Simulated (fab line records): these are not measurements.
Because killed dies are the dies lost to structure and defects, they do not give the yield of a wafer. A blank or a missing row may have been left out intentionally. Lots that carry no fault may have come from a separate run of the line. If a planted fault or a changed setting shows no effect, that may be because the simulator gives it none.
Which tool is to blame? | flow sky130 | 39 wafers from 13 lots sampled at 4 of the route's 708 steps

== WHAT EACH GAUGE READ, for each wafer ==
SKY_PAD_OPEN_BOW_MEAS_13. Usual: for PAD_OPEN_BOW the level is 47 um and the standard deviation is 9.8.
lot  | measured     | on            | PAD_OPEN_BOW (um) | flag
L864 | day 45 11:40 | film_metro-01 | 38 37 41          |
L865 | day 45 20:47 | film_metro-03 | 55 53 61          |
L866 | day 45 23:36 | film_metro-03 | 52 50 54          |
L868 | day 46 11:47 | film_metro-04 | 55 53 50          |
L869 | day 46 20:33 | film_metro-01 | 55 57 67          |
L872 | day 47 19:23 | film_metro-03 | 45 51 46          |
L871 | day 47 22:52 | film_metro-03 | 46 26 36          |
L870 | day 47 23:06 | film_metro-01 | 47 51 50          |
L878 | day 49 00:31 | film_metro-03 | 54 56 58          |
L879 | day 49 04:23 | film_metro-04 | 38 37 30          |
L883 | day 50 05:29 | film_metro-04 | 41 58 48          |
L884 | day 50 09:35 | film_metro-01 | 44 44 36          |
L886 | day 50 15:06 | film_metro-03 | 63 52 49          |

== EACH LOT AND THE TOOL THAT RAN IT (in order: tool; ch and the chambers of the sampled wafers; start) ==
lot  | SKY_LI_CONTACT_SPUTTER_20    | SKY_METAL5_STRIP_16                  | SKY_PAD_OPEN_STRIP_08
L864 | pvd_sputter-02, day 28 16:40 | plasma_asher-03 ch 0,1, day 43 12:09 | plasma_asher-01 ch 0,1, day 45 09:31
L865 | pvd_sputter-01, day 29 14:10 | plasma_asher-01 ch 0,1, day 43 21:23 | plasma_asher-03 ch 0,1, day 45 18:40
L866 | pvd_sputter-03, day 29 16:28 | plasma_asher-04 ch 0,1, day 43 23:49 | plasma_asher-03 ch 0,1, day 45 21:27
L868 | pvd_sputter-02, day 30 09:31 | plasma_asher-03 ch 0,1, day 44 14:14 | plasma_asher-02 ch 1, day 46 09:40
L869 | pvd_sputter-02, day 30 22:02 | plasma_asher-01 ch 0,1, day 45 01:08 | plasma_asher-01 ch 0,1, day 46 18:26
L872 | pvd_sputter-02, day 31 18:05 | plasma_asher-01 ch 1, day 46 02:45   | plasma_asher-01 ch 0,1, day 47 17:17
L871 | pvd_sputter-02, day 31 21:04 | plasma_asher-04 ch 0,1, day 46 04:17 | plasma_asher-03 ch 0,1, day 47 20:44
L870 | pvd_sputter-01, day 31 21:26 | plasma_asher-01 ch 0,1, day 46 04:55 | plasma_asher-02 ch 0,1, day 47 21:00
L878 | pvd_sputter-03, day 33 16:38 | plasma_asher-04 ch 1, day 47 05:42   | plasma_asher-01 ch 0,1, day 48 22:25
L879 | pvd_sputter-03, day 34 02:38 | plasma_asher-04 ch 0,1, day 47 11:11 | plasma_asher-02 ch 0,1, day 49 02:17
L883 | pvd_sputter-01, day 35 05:32 | plasma_asher-04 ch 0,1, day 48 16:05 | plasma_asher-03 ch 0,1, day 50 03:16
L884 | pvd_sputter-01, day 35 10:44 | plasma_asher-03 ch 0,1, day 48 20:35 | plasma_asher-01 ch 0,1, day 50 07:29
L886 | pvd_sputter-01, day 36 06:56 | plasma_asher-03 ch 0,1, day 49 02:03 | plasma_asher-02 ch 0,1, day 50 12:43
- SKY_LI_CONTACT_SPUTTER_20: material TiN, target thk 20 nm, time 80 s.
- SKY_METAL5_STRIP_16: strips in O2/N2.
- SKY_PAD_OPEN_STRIP_08: strips in O2/N2.

== WHAT THE TOOLS THEMSELVES READ (means of the sampled wafers that have a number; where no wafer has one, the mark that the record gives instead) ==
SKY_LI_CONTACT_SPUTTER_20. Usual: throttle_valve_pct reads 30.0 % (standard deviation 0.72).
lot  | tool           | throttle_valve_pct (%) | flag
L864 | pvd_sputter-02 | 29.7                   |
L865 | pvd_sputter-01 | 30.5                   |
L866 | pvd_sputter-03 | 29.2                   |
L868 | pvd_sputter-02 | 29.6                   |
L869 | pvd_sputter-02 | 29.8                   |
L872 | pvd_sputter-02 | 29.8                   |
L871 | pvd_sputter-02 | 29.8                   |
L870 | pvd_sputter-01 | 30.8                   |
L878 | pvd_sputter-03 | 29.2                   |
L879 | pvd_sputter-03 | 29.0                   |
L883 | pvd_sputter-01 | 30.5                   |
L884 | pvd_sputter-01 | 30.8                   |
L886 | pvd_sputter-01 | 30.4                   |

SKY_METAL5_STRIP_16. Usual: drypump_motor_current_A 5.8 A, standard deviation 0.38; oes_product_au 0.710 a.u., standard deviation 0.0045; strip_time_to_endpoint_s 13.07 s, standard deviation 0.16.
lot  | tool            | drypump_motor_current_A (A) | oes_product_au (a.u.) | strip_time_to_endpoint_s (s) | flag
L864 | plasma_asher-03 | 6.1                         | 0.714                 | 13.12                        |
L865 | plasma_asher-01 | 6.0                         | 0.709                 | 13.06                        |
L866 | plasma_asher-04 | 5.7                         | 0.712                 | 12.92                        |
L868 | plasma_asher-03 | 6.1                         | 0.710                 | 13.21                        |
L869 | plasma_asher-01 | 5.7                         | 0.707                 | 13.14                        |
L872 | plasma_asher-01 | 6.3                         | 0.712                 | 13.10                        |
L871 | plasma_asher-04 | 5.5                         | 0.712                 | 12.84                        |
L870 | plasma_asher-01 | 6.0                         | 0.705                 | 13.17                        |
L878 | plasma_asher-04 | 5.3                         | 0.709                 | 13.22                        |
L879 | plasma_asher-04 | 5.5                         | 0.710                 | 13.22                        |
L883 | plasma_asher-04 | 5.7                         | 0.715                 | 12.82                        |
L884 | plasma_asher-03 | 5.8                         | 0.709                 | 13.17                        |
L886 | plasma_asher-03 | 6.1                         | 0.712                 | 13.23                        |

SKY_PAD_OPEN_STRIP_08. Usual: drypump_motor_current_A 6.0 A, standard deviation 0.32; oes_product_au 0.663 a.u., standard deviation 0.0047; strip_time_to_endpoint_s 37.03 s, standard deviation 0.098.
lot  | tool            | drypump_motor_current_A (A) | oes_product_au (a.u.) | strip_time_to_endpoint_s (s) | flag
L864 | plasma_asher-01 | 5.8                         | 0.660                 | 37.15                        |
L865 | plasma_asher-03 | 5.8                         | 0.661                 | 37.07                        |
L866 | plasma_asher-03 | 6.1                         | 0.665                 | 37.02                        |
L868 | plasma_asher-02 | 6.2                         | 0.660                 | 37.05                        |
L869 | plasma_asher-01 | 6.0                         | 0.659                 | 36.97                        |
L872 | plasma_asher-01 | 5.8                         | 0.665                 | 37.14                        |
L871 | plasma_asher-03 | 6.1                         | 0.662                 | 37.02                        |
L870 | plasma_asher-02 | 6.2                         | 0.660                 | 37.06                        |
L878 | plasma_asher-01 | 5.8                         | 0.664                 | 37.00                        |
L879 | plasma_asher-02 | 6.1                         | 0.662                 | 36.95                        |
L883 | plasma_asher-03 | 5.8                         | 0.661                 | 37.11                        |
L884 | plasma_asher-01 | 6.0                         | 0.665                 | 37.12                        |
L886 | plasma_asher-02 | 6.1                         | 0.662                 | 36.78                        |

== THE ANSWER, worked out from the rows above alone ==
Rule: take the mean of a lot's wafers that have a number; if it is more than 3 standard deviations from the usual mean, the lot is off. Also off: a lot with no number at a reading for which 4 or more lots have one. The other lots that the step has rows for count as sound. The gauges are gone through in route order, then the tools' own readings, and for those a lot's mean is taken as printed above. At the first step where some lot is off, the reading lying furthest off is the one used; lots without a number count as furthest.
No lot is off at any reading shown: from this, nothing can be told.

== WHAT THE SIMULATOR HAD PUT IN ==
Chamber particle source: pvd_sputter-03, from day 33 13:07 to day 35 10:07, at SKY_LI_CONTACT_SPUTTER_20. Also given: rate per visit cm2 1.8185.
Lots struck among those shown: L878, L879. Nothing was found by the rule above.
